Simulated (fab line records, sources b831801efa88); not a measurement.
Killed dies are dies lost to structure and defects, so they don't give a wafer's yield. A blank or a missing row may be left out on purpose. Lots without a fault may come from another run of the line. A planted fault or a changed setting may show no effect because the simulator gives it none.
Chamber matching | flow sky130 | 4 sister chambers for SKY_LI_CONTACT_CMP_24 on cmp-01
The step polishes, stops on PSG, t overpolish 20 s, target thk 0 nm. 8 wafers are shown with their chamber, then 7 later ones without.

## WAFERS WITH THEIR CHAMBER
wafer  | chamber | motor-current-A (A) | time-to-endpoint-s (s)
L494.3 | 3       | 9.2                 | 95
L504.4 | 2       | 14.4                | 91
L504.6 | 0       | 11.0                | 93
L507.2 | 1       | 12.2                | 98
L507.4 | 2       | 14.3                | 92
L507.6 | 3       | 9.5                 | 94
L509.1 | 0       | 10.7                | 93
L509.2 | 1       | 13.2                | 98

## WAFERS WHOSE CHAMBER IS MISSING
wafer  | motor-current-A (A) | time-to-endpoint-s (s)
L509.5 | 11.7                | 96
L508.4 | 12.0                | 98
L508.5 | 8.9                 | 92
L508.6 | 14.5                | 92
L510.2 | 14.6                | 91
L510.4 | 10.8                | 91
L510.5 | 10.5                | 93

## EACH ONE'S CHAMBER
wafer  | from the rows above     | in truth
L509.5 | can't be placed: 1 or 0 | 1
L508.4 | 1                       | 1
L508.5 | can't be placed: 3 or 0 | 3
L508.6 | 2                       | 2
L510.2 | 2                       | 2
L510.4 | 0                       | 0
L510.5 | 0                       | 0
5 of 7 placed correctly. Not placeable from these rows: 2 (in 2, the candidates include the true chamber). Placed wrongly: 0.
How it was worked out, from the rows above alone: a wafer's distance from a chamber is the root of the sum, over the readings, of the square of ((its reading less the chamber's mean) divided by the reading's scatter). If the next closest chamber is less than 2 further off than the closest, the wafer can't be placed; otherwise it belongs to the closest. For every chamber, the mean is computed from those of its wafers that are shown. The scatter is the square root of a quotient: the sum, over the shown wafers, of each reading's squared deviation from its chamber's mean, divided by wafers minus chambers.
